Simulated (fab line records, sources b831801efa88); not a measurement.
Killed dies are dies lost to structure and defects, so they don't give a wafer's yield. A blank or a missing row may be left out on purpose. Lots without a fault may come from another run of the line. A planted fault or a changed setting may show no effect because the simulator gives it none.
Problem report in the 8D (eight disciplines) form, filled by code | flow sky130 | the parts of the form that need people (team, actions taken, sign-off) are left out

1. THE PROBLEM
dose_ions_cm2 at SKY_LDD_LDN_IMPLANT_08 reads a mean of 1.0020e+13 on 6 wafers of 2 lots; wafers without a fault read 1.2496e+13 with a standard deviation of 1.3e+10. That is -99 or more standard deviations from the usual mean.
First seen on wafer L476.1, day 25 07:08, on implanter-01. The record holds 39 wafers of 13 lots with a number at this step. Rule for "out", or "out of limits": more than 4 standard deviations from the usual mean. The other wafers with a number count as sound.

2. WHAT IT IS AND WHAT IT IS NOT
question                    | is                                | is not
which readings at this step | dose_ions_cm2, faraday_current_uA | -
which lots                  | L476, L477                        | L470, L471, L472, L473, L474, L478, L486, L488, L490, L492, L493
which wafers of those lots  | all that have a number            | -
read on which tools         | implanter-01                      | implanter-02, implanter-03
when                        | from day 25 07:08                 | up to then (15 sound wafers); but 18 sound wafers of L478, L486, L488, L490, L492, L493 came after

3. SUSPECTS, AND WHAT RULES EACH OUT
Counting: a tool at a process step up to the reading stays a suspect if it ran every lot that is out and no sound lot after the first of them.
- plasma_asher-01 at SKY_LDD_N_STRIP_16 (strips in O2/N2): ruled out as a lasting fault. Sound lots L486, L492 ran on it after its first lot that is out, L476 (day 20 05:34).
- implanter-01 at SKY_LDD_LDN_IMPLANT_08: ruled out as a lasting fault. Sound lots L492, L493 ran on it after its first lot that is out, L476 (day 25 07:08).
Left after counting: nothing in the record.

4. THE CAUSE (what the simulator had put in)
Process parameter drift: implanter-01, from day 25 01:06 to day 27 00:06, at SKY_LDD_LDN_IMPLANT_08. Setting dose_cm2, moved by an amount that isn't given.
Counting ruled it out, wrongly.

5. THE CHAIN OF EFFECTS, in route order
Each row: a reading whose mean over the struck wafers that have a number lies more than 3 standard deviations from the usual. Only readings for which the record gives a usual standard deviation are gone through. hours: the time from each lot's start at the first step in this table that gives one to its start at this step, as a median over the lots. sigmas: the change in usual standard deviations.
hours | step                   | reading            | usual      | on struck wafers | change      | sigmas
0     | SKY_LDD_LDN_IMPLANT_08 | dose_ions_cm2      | 1.2496e+13 | 1.0020e+13       | -2.4755e+12 | -99 or more
0     | SKY_LDD_LDN_IMPLANT_08 | faraday_current_uA | 70.4       | 55.7             | -14.7       | -11
The process steps in it:
- SKY_LDD_LDN_IMPLANT_08

6. WHAT WOULD HAVE CAUGHT IT SOONER
In this record the first reading out of limits was taken at day 25 07:08, 6 hours after the fault began at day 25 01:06.
